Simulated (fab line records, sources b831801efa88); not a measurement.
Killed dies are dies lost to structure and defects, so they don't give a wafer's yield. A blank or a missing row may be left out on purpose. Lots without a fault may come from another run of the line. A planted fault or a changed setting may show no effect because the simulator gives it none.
Which tool did it? | flow gf180mcu | 13 lots, 37 wafers sampled, at 6 steps of a route of 602

WHAT THE GAUGES READ, wafer by wafer
GF_V1_THK_MEAS_03.
lot  | measured     | on            | V1_CVD_02_THK (nm)
L927 | day 17 04:53 | film_metro-03 | 828 835 849
L928 | day 17 18:39 | film_metro-02 | 842 858 849
L929 | day 18 00:15 | film_metro-04 | 849 833 858
L930 | day 18 11:45 | film_metro-03 | 836 844 849
L931 | day 18 20:45 | film_metro-04 | 845 865 865
L934 | day 19 21:43 | film_metro-02 | 844 687
L935 | day 20 02:05 | film_metro-04 | 829 662
L941 | day 22 08:12 | film_metro-02 | 846 862 863
L942 | day 22 16:11 | film_metro-03 | 833 849 851
L943 | day 23 04:32 | film_metro-04 | 838 859 861
L946 | day 24 02:35 | film_metro-04 | 846 846 852
L949 | day 24 18:49 | film_metro-03 | 848 857 850
L950 | day 25 12:29 | film_metro-04 | 847 860 853

GF_V1_BOW_MEAS_05.
lot  | measured     | on            | V1_BOW (um)
L927 | day 17 05:14 | film_metro-03 | 98 83 90
L928 | day 17 19:02 | film_metro-03 | 81 90 74
L929 | day 18 00:37 | film_metro-04 | 70 79 74
L930 | day 18 12:07 | film_metro-03 | 91 69 88
L931 | day 18 21:07 | film_metro-03 | 79 84 86
L934 | day 19 22:04 | film_metro-03 | 80 85
L935 | day 20 02:43 | film_metro-03 | 87 90
L941 | day 22 08:34 | film_metro-04 | 84 88 80
L942 | day 22 16:32 | film_metro-04 | 81 74 79
L943 | day 23 04:55 | film_metro-03 | 70 83 81
L946 | day 24 03:01 | film_metro-03 | 75 82 70
L949 | day 24 19:13 | film_metro-04 | 85 78 91
L950 | day 25 12:51 | film_metro-03 | 85 81 88

GF_V1_CD_MEAS_14: target cd 260 nm.
lot  | measured     | on        | cd_nm (nm)
L927 | day 18 04:22 | cd_sem-01 | 259.7 259.4 259.9
L928 | day 18 18:21 | cd_sem-02 | 261.6 262.1 261.5
L929 | day 19 00:47 | cd_sem-01 | 260.3 259.6 258.8
L930 | day 19 12:09 | cd_sem-01 | 259.1 262.0 259.5
L931 | day 19 21:16 | cd_sem-01 | 259.7 260.1 260.3
L934 | day 20 22:18 | cd_sem-01 | 260.6 260.5
L935 | day 21 03:40 | cd_sem-02 | 258.7 259.4
L941 | day 23 07:38 | cd_sem-01 | 261.9 261.7 260.9
L942 | day 23 15:34 | cd_sem-02 | 259.9 260.9 261.6
L943 | day 24 03:26 | cd_sem-01 | 262.3 262.1 260.9
L946 | day 25 01:43 | cd_sem-02 | 260.5 259.6 259.7
L949 | day 25 16:28 | cd_sem-01 | 260.0 259.3 259.5
L950 | day 26 10:31 | cd_sem-01 | 261.5 260.4 262.2

WHICH TOOL RAN EACH LOT (tool, then ch and the chambers of the sampled wafers, then the start)
lot  | GF_CONTACT_SPUTTER_22        | GF_V1_CVD_02                    | GF_V1_CMP_04
L927 | pvd_sputter-01, day 16 04:19 | pecvd-01 ch 0,2, day 17 04:49   | cmp-01 ch 0,1,3, day 17 04:59
L928 | pvd_sputter-04, day 16 17:40 | pecvd-04 ch 0,1,2, day 17 18:34 | cmp-02 ch 0,3, day 17 18:41
L929 | pvd_sputter-04, day 16 23:31 | pecvd-01 ch 0,1,2, day 18 00:10 | cmp-01 ch 1,2,3, day 18 00:24
L930 | pvd_sputter-01, day 17 10:44 | pecvd-01 ch 0,1,2, day 18 11:41 | cmp-01 ch 1,2,3, day 18 11:55
L931 | pvd_sputter-01, day 17 19:14 | pecvd-04 ch 1,2, day 18 20:41   | cmp-02 ch 0,1,3, day 18 20:52
L934 | pvd_sputter-01, day 18 19:58 | pecvd-01 ch 0,2, day 19 21:38   | cmp-02 ch 1, day 19 21:46
L935 | pvd_sputter-03, day 18 23:36 | pecvd-01 ch 2, day 20 02:01     | cmp-02 ch 2,3, day 20 02:30
L941 | pvd_sputter-03, day 21 06:34 | pecvd-04 ch 1,2, day 22 08:07   | cmp-02 ch 0,1,2, day 22 08:15
L942 | pvd_sputter-01, day 21 15:04 | pecvd-04 ch 0,2, day 22 16:07   | cmp-02 ch 0,1,3, day 22 16:14
L943 | pvd_sputter-04, day 22 03:11 | pecvd-02 ch 1,2, day 23 04:28   | cmp-02 ch 1,2,3, day 23 04:35
L946 | pvd_sputter-01, day 23 02:25 | pecvd-02 ch 1,2, day 24 02:31   | cmp-02 ch 1,2,3, day 24 02:43
L949 | pvd_sputter-04, day 23 18:52 | pecvd-04 ch 1,2, day 24 18:44   | cmp-02 ch 0,1, day 24 18:55
L950 | pvd_sputter-03, day 24 12:31 | pecvd-01 ch 0,1, day 25 12:24   | cmp-01 ch 0,1,2, day 25 12:41
- GF_CONTACT_SPUTTER_22: material Ti, target thk 15 nm, time 80.02 s.
- GF_V1_CVD_02: deposits SiO2 from TEOS, target thk 850 nm, time 94.851 s.
- GF_V1_CMP_04: polishes SiO2.

WHAT THE TOOLS THEMSELVES READ (means of the sampled wafers that have a number; where no wafer has one, the mark that the record gives instead)
GF_CONTACT_SPUTTER_22.
lot  | tool           | cathode_dc_power_W (W) | throttle_valve_pct (%)
L927 | pvd_sputter-01 | 2500.3                 | 30.0
L928 | pvd_sputter-04 | 2499.9                 | 30.5
L929 | pvd_sputter-04 | 2500.3                 | 30.4
L930 | pvd_sputter-01 | 2499.7                 | 30.6
L931 | pvd_sputter-01 | 2500.1                 | 30.2
L934 | pvd_sputter-01 | 2499.8                 | 30.6
L935 | pvd_sputter-03 | 2500.0                 | 29.1
L941 | pvd_sputter-03 | 2499.8                 | 28.4
L942 | pvd_sputter-01 | 2500.2                 | 30.5
L943 | pvd_sputter-04 | 2500.4                 | 29.6
L946 | pvd_sputter-01 | 2500.4                 | 30.3
L949 | pvd_sputter-04 | 2499.8                 | 29.2
L950 | pvd_sputter-03 | 2499.8                 | 28.6

GF_V1_CVD_02.
lot  | tool     | heater_power_w (W) | run_length_s (s)
L927 | pecvd-01 | 772                | 123.3
L928 | pecvd-04 | 565                | 122.8
L929 | pecvd-01 | 728                | 123.1
L930 | pecvd-01 | 684                | 123.1
L931 | pecvd-04 | 567                | 122.7
L934 | pecvd-01 | 800                | 113.2
L935 | pecvd-01 | 798                | 113.6
L941 | pecvd-04 | 561                | 122.9
L942 | pecvd-04 | 657                | 122.7
L943 | pecvd-02 | 639                | 122.3
L946 | pecvd-02 | 617                | 122.4
L949 | pecvd-04 | 556                | 122.8
L950 | pecvd-01 | 639                | 123.1

GF_V1_CMP_04.
lot  | tool   | head_pressure_psi (psi) | motor_current_A (A) | time_to_endpoint_s (s)
L927 | cmp-01 | 3.994                   | 12.0                | 79
L928 | cmp-02 | 3.994                   | 13.3                | 84
L929 | cmp-01 | 3.999                   | 12.9                | 77
L930 | cmp-01 | 3.999                   | 12.8                | 69
L931 | cmp-02 | 4.006                   | 12.8                | 85
L934 | cmp-02 | 3.994                   | 11.7                | 54
L935 | cmp-02 | 3.990                   | 11.9                | 46
L941 | cmp-02 | 3.999                   | 11.9                | 83
L942 | cmp-02 | 3.997                   | 12.7                | 80
L943 | cmp-02 | 3.988                   | 11.8                | 81
L946 | cmp-02 | 3.998                   | 11.4                | 79
L949 | cmp-02 | 4.001                   | 13.2                | 83
L950 | cmp-01 | 3.997                   | 12.5                | 84

THE ANSWER, worked out from the rows above alone
Rule: what is usual is taken from the lots themselves. Put in order of their means at a reading, lots are off if they are a third of the lots or fewer, leave a main group of 4 or more, and stand apart from it by a gap of 3 or more times the standard deviation of the main group's means; of several such gaps the widest counts. A main group whose means are all the same, to the digits that the tables above print for the reading, isn't used. A lot without any number at a reading at which 4 lots or more have one is off too. The other lots that the step has rows for count as sound. The gauges are gone through in route order, then the tools' own readings, and for those a lot's mean is taken as printed above. The first step at which some lot is off is used, and at that step the reading that is off furthest; a lot without a number counts as furthest.
Off: L934, L935, at GF_V1_THK_MEAS_03 (V1_CVD_02_THK). The main group: mean 849 nm, standard deviation 6.
A tool fits if, at a process step before that reading, it ran every lot that is off, and no sound lot after the first of them. The gauges at GF_V1_THK_MEAS_03 aren't tried: what is off there is off at GF_V1_CVD_02 too, on other tools, and a gauge's error can't cause that. None of those tried fits.

WHAT THE SIMULATOR HAD PUT IN
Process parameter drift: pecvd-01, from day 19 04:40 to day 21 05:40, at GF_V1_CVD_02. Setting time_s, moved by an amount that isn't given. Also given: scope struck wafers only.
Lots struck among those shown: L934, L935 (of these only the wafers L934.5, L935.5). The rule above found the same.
